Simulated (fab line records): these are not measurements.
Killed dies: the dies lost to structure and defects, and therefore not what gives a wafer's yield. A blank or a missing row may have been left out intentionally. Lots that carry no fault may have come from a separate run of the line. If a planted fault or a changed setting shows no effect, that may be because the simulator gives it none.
Struck lot and sound lot, side by side / flow sky130 / 15 steps out of a route of 708
Sound: the wafers L432.2, L432.4, L432.5. Struck: wafers L449.1, L449.3, L449.4. The cause comes at the end.
Per side, at each step with rows, come the tool, then ch with its chambers, and then its first start. Under that, the readings that differ: sound wafers / struck wafers / difference of the means / sigmas: that difference in standard deviations of wafers without a fault.
alike: same words and numbers on both sides, and readings whose means sit less than 2 such deviations apart. not compared: any withheld reading, any reading some wafer has no value for, any bound like >300 that may hide the same value, and any number with overlapping values for which the record gives no deviation.
A row with sigmas, a row that says differs or no value, or rows on one side alone: a step with any of these is where the two part. Numbers that don't overlap but have no deviation are shown without sigmas and don't part them. A reading that every wafer of one side lacks parts them only if that side has two wafers or more.

first, 4 steps without rows for these wafers: SKY_VT_ADJUST_LVTN_SOFTBAKE_03; SKY_VT_ADJUST_LVTN_EXPOSE_04 (exposes mask NWM COMPLEMENT LESS NATIVE, target cd 840 nm); SKY_VT_ADJUST_LVTN_PEB_05; SKY_VT_ADJUST_LVTN_DEVELOP_06 (develop time 60 s).
SKY_VT_ADJUST_LVTN_OVL_MEAS_07:
  sound on overlay-01, day 7 00:59; struck on overlay-01, day 11 17:31
  alike: VT_ADJUST_LVTN_OVL
after that, 1 step had no rows for these wafers: SKY_VT_ADJUST_LVTN_IMPLANT_08.
SKY_VT_ADJUST_LVTN_STRIP_09: strips in O2/N2.
  sound on plasma-asher-03 ch 0,1, day 7 01:19; struck on plasma-asher-03 ch 0,1, day 11 17:43
  alike: drypump-motor-current-A, oes-product-au, strip-time-to-endpoint-s
  not compared: rf-hours-counter-h
SKY_VT_ADJUST_LVTN_TW_MEAS_10:
  sound on film-metro-02, day 7 01:25; struck on film-metro-02, day 11 17:49
  alike: VT_ADJUST_LVTN_TW
then, 4 steps without rows for these wafers: SKY_VT_ADJUST_LVTN_DEHYDRATE_11 (time 60 s); SKY_VT_ADJUST_LVTN_HMDS_12 (prime time 60 s); SKY_VT_ADJUST_LVTN_COAT_13 (resist thk 1140 nm); SKY_VT_ADJUST_LVTN_SOFTBAKE_14 (time 60 s).
SKY_VT_ADJUST_LVTN_EXPOSE_15: exposes mask HVN STD DERIVED, target cd 600 nm.
  sound on iline-stepper-02 ch 0, day 7 11:16; struck on iline-stepper-02 ch 0, day 12 05:36
reading=exposure-dose-mJ-cm2; sound=162.91 162.89 163.12; struck=148.23 148.15 148.16; difference=-14.79; sigmas=-87
  alike: mask, stage-vel-mm-s
after that, 1 step had no rows for these wafers: SKY_VT_ADJUST_LVTN_PEB_16.
-- the record jumps here: 38 days lie between the struck wafers' starts before and after (it left off in module VT_ADJUST_LVTN and takes up again in module PAD_OPEN, whose first step shown is number 708 of the route) --
SKY_PAD_OPEN_PROBE_99:
  sound on prober-01, day 46 02:32; struck on prober-02, day 49 23:17
reading=killed-at-front-end; sound=19 22 18; struck=8 11 11; difference=-10; sigmas=-2
  alike: killed_at_M0_to_M3, killed_at_M4_up, killed-at-contacts, killed-at-other, killed-dies, killed-open, killed-short

## WHERE THEY PART
At SKY_VT_ADJUST_LVTN_EXPOSE_15 first; at SKY_PAD_OPEN_PROBE_99 last (within this record only).

WHY: the cause the simulator had injected
Drift in process parameters on iline-stepper-02 at SKY_VT_ADJUST_LVTN_EXPOSE_15, starting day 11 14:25. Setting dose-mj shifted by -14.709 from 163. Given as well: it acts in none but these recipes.
